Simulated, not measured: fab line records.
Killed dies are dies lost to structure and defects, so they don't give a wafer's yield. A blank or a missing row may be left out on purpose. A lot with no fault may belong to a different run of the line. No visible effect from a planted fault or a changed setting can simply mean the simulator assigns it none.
fab line records | flow sky130
[record] lots = 13 wafers = 39 last_day = 50
route steps=708 shown POLY_GATE@228 LDD_HVN@274 LDD_LDN@301 SPACER@306 PAD_OPEN@708
lots that met no fault: from a run of the same line without faults
start_h: start of the lot's first displayed wafer, in hours after the record's first day | wait_h: hours from the lot's prior step to this one | " identical to the entry in the row above | L1.1+2: one row covering several wafers at once | - no value present, or no start provided | * or withheld: withheld | < > ~ a bound
route shown NAME@n: a module of which the file shows steps, and the number in the route of the first | usual: mean/standard deviation of fault-free wafers | same: alike in all rows | chamber/n: place in a boat | sites: the reading at each site | _std_site: the standard deviation of these | _edge_site: mean of outer sites minus mean of inner sites | radius_mm: for every site, how far away it sits from the centre of the wafer | mask NAME#n: copy n | behind: tool/chamber where the wafer was last shaped | hold: cause of the lot's hold/its duration in hours/its outcome | device: names the non-switching transistor (n, p or np) | end of line: the tests these same wafers got at the end of their route | step lacking rows: just its recipe | killed: not the wafer's yield, but the dies lost to structure and defects at the first sort | map: the dies of a wafer, with x for killed, . for not killed, _ for no die there
set.NAME: setting as actually run; set.NAME@STEP: the setting as run at that earlier step | model.NAME: the simulator's own value behind a step, which no gauge read
steps of the route over a sample of lots; a table a step, a row a wafer
services: a tool's chamber out of use, with start hour (start_h, from the record's first day; less than 0 if before it), hours out, and reason
[[steps]]
[step SKY_POLY_GATE_OVL_MEAS_14]
[usual] POLY_GATE_OVL = -2/5.8
// columns lot.wafer tool chamber start_h wait_h POLY_GATE_OVL[nm]
L599.2 overlay-02 - 377.54 0.1 2
L599.4 " - " " -4
L599.6 " - " " -2
L600.1 overlay-02 - 390.47 0.1 -4
L600.4 " - " " 1
L600.5 " - " " -2
L601.1 overlay-02 - 393.63 0.1 -1
L601.2 " - " " 0
L601.3 " - " " 1
L605.2 overlay-02 - 427.89 0.1 9
L605.3 " - " " 6
L605.4 " - " " 5
L610.1 overlay-01 - 470.22 0.1 -13
L610.4 " - " " -12
L610.6 " - " " -15
L611.1 overlay-02 - 478.83 0.1 -6
L611.2 " - " " -3
L611.5 " - " " -3
L612.4 overlay-01 - 488.95 0.1 -2
L612.5 " - " " -2
L612.6 " - " " -2
L613.2 overlay-01 - 497.20 0.1 -3
L613.3 " - " " -4
L613.6 " - " " -3
L617.3 overlay-01 - 545.68 0.1 -5
L617.5 " - " " 0
L617.6 " - " " -7
L618.1 overlay-02 - 546.87 0.1 -2
L618.5 " - " " -14
L618.6 " - " " -6
L619.1 overlay-02 - 551.02 0.1 -3
L619.2 " - " " -9
L619.3 " - " " -4
L620.2 overlay-02 - 556.52 0.1 4
L620.3 " - " " 1
L620.6 " - " " 1
L621.2 overlay-01 - 569.37 0.1 -7
L621.4 " - " " -6
L621.6 " - " " -10
[step SKY_LDD_HVN_OVL_MEAS_07]
[usual] LDD_HVN_OVL = -0.4/1.6
// columns lot.wafer tool chamber start_h wait_h LDD_HVN_OVL[nm]
L599.2 overlay-02 - 471.30 0.1 -1.7
L599.4 " - " " -0.8
L599.6 " - " " -1.3
L600.1 overlay-01 - 487.18 0.1 0.6
L600.4 " - " " -0.6
L600.5 " - " " -0.4
L601.1 overlay-01 - 489.93 0.1 -1.0
L601.2 " - " " -0.2
L601.3 " - " " 0.1
L605.2 overlay-01 - 523.25 0.1 -0.9
L605.3 " - " " -2.0
L605.4 " - " " -0.5
L610.1 overlay-01 - 563.90 0.1 -2.4
L610.4 " - " " -2.0
L610.6 " - " " -2.1
L611.1 overlay-01 - 571.71 0.1 0.4
L611.2 " - " " 2.1
L611.5 " - " " 0.7
L612.4 overlay-01 - 582.53 0.1 1.6
L612.5 " - " " 2.0
L612.6 " - " " -0.3
L613.2 overlay-01 - 588.45 0.1 0.2
L613.3 " - " " 0.8
L613.6 " - " " -0.3
L617.3 overlay-02 - 636.51 0.1 1.6
L617.5 " - " " 1.9
L617.6 " - " " 1.1
L618.1 overlay-01 - 637.68 0.1 2.2
L618.5 " - " " 0.4
L618.6 " - " " 1.6
L619.1 overlay-02 - 642.55 0.1 -0.8
L619.2 " - " " 0.3
L619.3 " - " " 0.6
L620.2 overlay-01 - 646.93 0.1 -0.4
L620.3 " - " " -1.5
L620.6 " - " " -0.5
L621.2 overlay-01 - 659.33 0.1 0.1
L621.4 " - " " 0.9
L621.6 " - " " -0.7
[step SKY_LDD_LDN_STRIP_12]
[recipe] chemistry = O2/N2 power_w = 1400 pressure_mtorr = 1500 platen_temp_c = withheld o2_flow_sccm = 3000 n2_flow_sccm = 300 overash_fraction = 0.5
[usual] drypump_motor_current_A = 5.67/0.29 oes_product_au = 0.716/0.0047 strip_time_to_endpoint_s = 14.17/0.038
[same] overash_fraction = 0.5
// columns lot.wafer tool chamber start_h wait_h drypump_motor_current_A oes_product_au rf_hours_counter_h strip_time_to_endpoint_s
L599.2 plasma_asher-03 0 532.01 0.1 5.20 0.713 10 14.20
L599.4 " 0 " " 5.20 0.717 - 14.23
L599.6 " 1 " " 5.89 0.713 - 14.20
L600.1 plasma_asher-04 1 548.58 0.1 5.70 0.713 40 14.14
L600.4 " 1 " " 5.66 0.706 - 14.17
L600.5 " 0 " " 6.14 0.718 - 14.16
L601.1 plasma_asher-02 1 551.81 0.1 5.71 0.714 75 14.18
L601.2 " 0 " " 5.41 0.707 75 14.17
L601.3 " 0 " " 5.39 0.719 - 14.17
L605.2 plasma_asher-02 0 583.58 0.1 5.36 0.952 78 -
L605.3 " 0 " " 5.37 0.961 - -
L605.4 " 1 " " 5.73 0.964 - -
L610.1 plasma_asher-04 1 623.71 0.1 5.73 0.711 48 14.16
L610.4 " 0 " " 6.09 0.720 - 14.13
L610.6 " 0 " " 6.13 0.718 - 14.15
L611.1 plasma_asher-03 1 630.26 0.1 5.89 0.718 20 14.16
L611.2 " 0 " " 5.20 0.718 20 14.11
L611.5 " 1 " " 5.87 0.724 - 14.13
L612.4 plasma_asher-04 1 642.20 0.1 5.73 0.715 - 14.26
L612.5 " 0 " " 6.12 0.716 - 14.21
L612.6 " 1 " " 5.72 0.712 - 14.26
L613.2 plasma_asher-04 0 647.13 0.1 6.07 0.724 50 14.18
L613.3 " 1 " " 5.71 0.721 - 14.21
L613.6 " 1 " " 5.71 0.702 - 14.24
L617.3 plasma_asher-02 1 693.25 0.1 5.71 0.715 - 14.17
L617.5 " 0 " " 5.36 0.720 - 14.16
L617.6 " 1 " " 5.74 0.721 - 14.18
L618.1 plasma_asher-02 0 693.86 0.1 5.41 0.715 88 14.10
L618.5 " 0 " " 5.38 0.720 - 14.14
L618.6 " 1 " " 5.73 0.718 - 14.05
L619.1 plasma_asher-02 0 700.13 0.1 5.39 0.720 89 14.17
L619.2 " 1 " " 5.72 0.710 89 14.12
L619.3 " 1 " " 5.72 0.718 - 14.15
L620.2 plasma_asher-02 1 704.18 0.1 5.70 0.716 90 14.20
L620.3 " 0 " " 5.35 0.715 - 14.19
L620.6 " 0 " " 5.38 0.712 - 14.17
L621.2 plasma_asher-02 1 716.78 0.1 5.72 0.722 91 14.17
L621.4 " 0 " " 5.37 0.715 - 14.17
L621.6 " 0 " " 5.39 0.720 - 14.19
[step SKY_SPACER_ETCHBACK_02]
[recipe] chemistry = CH3F/O2 target = Si3N4 stop_on = SiO2 source_w = 400 bias_w = 80 pressure_mtorr = 25 ch3f_flow_sccm = 40 O2_flow_sccm = 30 time_s = 46.7 target_depth_a = 450
[usual] drypump_motor_current_A = 5.6/0.47 oes_product_au = 0.855/0.0077 throttle_valve_pct = 10.563/0.01
// columns lot.wafer tool chamber start_h wait_h drypump_motor_current_A oes_product_au rf_hours_counter_h throttle_valve_pct
L599.2 rie_diel-01 0 533.49 0.0 5.8 0.852 15 10.559
L599.4 " 2 " " 5.4 0.850 8 10.569
L599.6 " 2 " " 5.4 0.852 - 10.567
L600.1 rie_diel-02 1 550.07 0.1 6.0 0.856 52 10.556
L600.4 " 2 " " 5.9 0.862 10 10.579
L600.5 " 3 " " 5.6 0.853 - 10.570
L601.1 rie_diel-04 3 553.30 0.1 5.1 0.853 74 10.564
L601.2 " 0 " " 5.3 0.855 53 10.569
L601.3 " 2 " " 6.2 0.863 7 10.561
L605.2 rie_diel-04 2 585.06 0.0 6.2 0.857 8 10.554
L605.3 " 0 " " 5.3 0.852 53 10.573
L605.4 " 1 " " 4.9 0.852 - 10.554
L610.1 rie_diel-04 1 625.19 0.1 4.9 0.854 7 10.571
L610.4 " 3 " " 5.1 0.870 0 10.568
L610.6 " 3 " " 5.1 0.855 - 10.575
L611.1 rie_diel-04 1 631.74 0.1 4.9 0.864 7 10.574
L611.2 " 0 " " 5.3 0.862 54 10.555
L611.5 " 1 " " 4.9 0.862 - 10.568
L612.4 rie_diel-01 2 644.58 0.0 5.4 0.866 10 10.562
L612.5 " 3 " " 6.5 0.865 - 10.545
L612.6 " 0 " " 5.9 0.868 - 10.544
L613.2 rie_diel-04 3 649.24 0.0 5.1 0.853 1 10.583
L613.3 " 2 " " 6.2 0.861 9 10.566
L613.6 " 0 " " 5.3 0.861 - 10.576
L617.3 rie_diel-04 1 695.70 0.0 4.9 0.851 8 10.559
L617.5 " 3 " " 5.1 0.846 - 10.561
L617.6 " 2 " " 6.2 0.847 - 10.548
L618.1 rie_diel-02 2 695.70 0.1 5.8 0.850 13 10.559
L618.5 " 1 " " 6.0 0.857 - 10.546
L618.6 " 0 " " 6.0 0.854 - 10.551
L619.1 rie_diel-01 2 701.61 0.1 5.4 0.846 12 10.555
L619.2 " 3 " " 6.5 0.843 13 10.580
L619.3 " 1 " " 5.3 0.840 2 10.589
L620.2 rie_diel-04 2 706.73 0.0 6.2 0.842 10 10.577
L620.3 " 0 " " 5.3 0.844 0 10.556
L620.6 " 2 " " 6.2 0.833 - 10.563
L621.2 rie_diel-02 3 718.60 0.0 5.6 0.858 1 10.558
L621.4 " 1 " " 5.9 0.862 0 10.541
L621.6 " 0 " " 5.9 0.852 - 10.567
[step SKY_PAD_OPEN_PROBE_99]
[usual] killed_at_M0_to_M3 = 45/6.6 killed_at_M4_up = 3.1/1.6 killed_at_contacts = 24/5 killed_at_front_end = 14/4.4 killed_at_other = 0.3/0.58 killed_dies = 87/9.2 killed_on_rim = 17/3.6 killed_open = 47/6.7 killed_short = 40/6.4
[same] gross_dies = 492 killed_at_back_side = 0
// columns lot.wafer tool chamber start_h wait_h killed_at_M0_to_M3 killed_at_M4_up killed_at_contacts killed_at_front_end killed_at_other killed_dies killed_on_rim killed_open killed_short
L605.2 prober-02 - 1118.39 0.1 53 2 24 380 0 459 96 45 45
L605.3 prober-02 - 1118.44 0.2 53 3 15 384 0 455 96 36 45
L605.4 prober-02 - 1118.49 0.2 53 3 27 374 0 457 96 39 55
L610.1 prober-01 - 1142.77 0.1 47 5 22 8 1 83 12 38 45
L610.4 prober-01 - 1142.92 0.2 42 0 25 12 0 79 12 48 31
L610.6 prober-01 - 1143.02 0.2 51 4 19 13 0 87 23 51 36
L620.2 prober-01 - 1193.65 0.1 58 1 28 18 0 105 25 60 45
L620.3 prober-01 - 1193.70 0.2 45 3 25 12 0 85 15 46 39
L620.6 prober-01 - 1193.85 0.2 47 4 22 11 0 84 11 48 36
// killed by level:class
L605.2 SPACER:area_cvd=369 METAL2:geometric_particle:short=10 VIA1:geometric_particle:open=9 VIA3:geometric_particle:open=8 CONTACT:geometric_particle:open=7 CONTACT:geometric_particle:short=7 VIA2:geometric_particle:open=7 LI_CONTACT:geometric_particle:open=5
L605.3 SPACER:area_cvd=374 VIA1:geometric_particle:open=10 LOCAL_INTERCONNECT:geometric_particle:short=8 METAL1:geometric_particle:short=7 METAL2:geometric_particle:short=6 VIA2:geometric_particle:open=6 VIA3:geometric_particle:open=5 VIA1:geometric_particle:short=5
L605.4 SPACER:area_cvd=363 CONTACT:geometric_particle:open=10 VIA1:geometric_particle:open=9 METAL1:geometric_particle:short=9 VIA2:geometric_particle:short=7 METAL2:geometric_particle:short=6 VIA3:geometric_particle:open=6 LI_CONTACT:geometric_particle:short=5
L610.1 VIA1:geometric_particle:open=12 LI_CONTACT:geometric_particle:open=9 METAL2:geometric_particle:short=9 VIA1:geometric_particle:short=8 CONTACT:geometric_particle:open=6 VIA2:geometric_particle:short=5 CONTACT:geometric_particle:short=4 METAL3:geometric_particle:short=4
L610.4 LI_CONTACT:geometric_particle:open=11 VIA1:geometric_particle:open=10 VIA2:geometric_particle:open=9 FIELD_ISO:geometric_particle:short=5 CONTACT:geometric_particle:open=5 CONTACT:geometric_particle:short=4 METAL1:geometric_particle:short=4 VIA3:geometric_particle:open=4
L610.6 VIA1:geometric_particle:open=11 VIA2:geometric_particle:open=9 CONTACT:geometric_particle:open=6 METAL2:geometric_particle:short=6 FIELD_ISO:geometric_particle:open=5 VIA2:geometric_particle:short=5 VIA3:geometric_particle:open=5 FIELD_ISO:geometric_particle:short=4
L620.2 CONTACT:geometric_particle:open=13 VIA1:geometric_particle:open=12 METAL1:geometric_particle:short=8 METAL3:geometric_particle:short=6 FIELD_ISO:geometric_particle:open=5 METAL1:geometric_particle:open=5 VIA3:geometric_particle:open=5 LI_CONTACT:geometric_particle:open=5
L620.3 CONTACT:geometric_particle:open=15 METAL1:geometric_particle:short=10 VIA1:geometric_particle:open=8 VIA2:geometric_particle:open=7 VIA1:geometric_particle:short=6 VIA2:geometric_particle:short=5 FIELD_ISO:geometric_particle:short=4 LI_CONTACT:geometric_particle:open=4
L620.6 VIA1:geometric_particle:open=9 CONTACT:geometric_particle:open=8 METAL2:geometric_particle:short=8 VIA3:geometric_particle:open=8 LI_CONTACT:geometric_particle:open=7 VIA1:geometric_particle:short=5 METAL1:geometric_particle:short=5 VIA2:geometric_particle:open=5
[[services]]
// columns tool chamber start_h hours kind
rie_diel-02 1 519.62 1.9 repair
rie_diel-04 3 539.08 1.8 repair
rie_diel-01 3 548.49 1.6 repair
rie_diel-04 3 583.04 7.2 repair
rie_diel-04 3 590.24 - clean
rie_diel-04 3 590.24 23.4 scheduled_down
rie_diel-04 3 590.24 23.4 vent_cycle
rie_diel-04 - 590.67 3.3 repair
rie_diel-01 0 608.50 8.9 repair
plasma_asher-02 - 612.07 2.8 pm
rie_diel-01 1 622.47 - clean
rie_diel-01 1 622.47 12.9 scheduled_down
rie_diel-01 1 622.47 12.9 vent_cycle
rie_diel-01 2 651.68 8.5 repair
rie_diel-02 3 670.10 - clean
rie_diel-02 3 670.10 18.6 scheduled_down
rie_diel-02 3 670.10 18.6 vent_cycle
rie_diel-04 0 675.93 - clean
rie_diel-04 0 675.93 14.2 scheduled_down
rie_diel-04 0 675.93 14.2 vent_cycle
rie_diel-04 - 688.44 0.2 repair
rie_diel-02 1 697.69 - clean
plasma_asher-03 - 700.71 2.8 pm
plasma_asher-03 - 706.02 11.1 repair
[[key]]
[first_sign] step = SKY_LDD_LDN_STRIP_12 reading = oes_product_au direction = up sigmas = 52 usual = 0.716 struck = 0.959
[effect] step = SKY_PAD_OPEN_PROBE_99 reading = killed_at_front_end direction = up sigmas = 84 usual = 14 struck = 379
[more_kills_born_at] SKY_SPACER_CVD_00@lpcvd-02 = 1106
met_at SKY_LDD_LDN_STRIP_12
struck_lots L605
later_rows_left_out L605.2,L605.3,L605.4
tester_left_out L605
not_acting_at SKY_POLY_GATE_OVL_MEAS_14,SKY_LDD_HVN_OVL_MEAS_07,SKY_SPACER_ETCHBACK_02
onset_between 551.81 583.58
[fault] kind = strip_aborted tool = plasma_asher-02 chamber = - onset_h = 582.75 steps = SKY_LDD_LDN_STRIP_12 offset = 0.38652 end_h = 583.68
// tester_left_out: of these lots the tester's yield and bins aren't shown, on N5 and GAA mostly nor the transistor test; their killed dies are dies lost to structure and defects alone, not to doping, threshold or leakage, so they don't give the yield
// later_rows_left_out: the simulator's readings of these wafers behind a module that went badly wrong aren't trusted and aren't shown, but for the sort
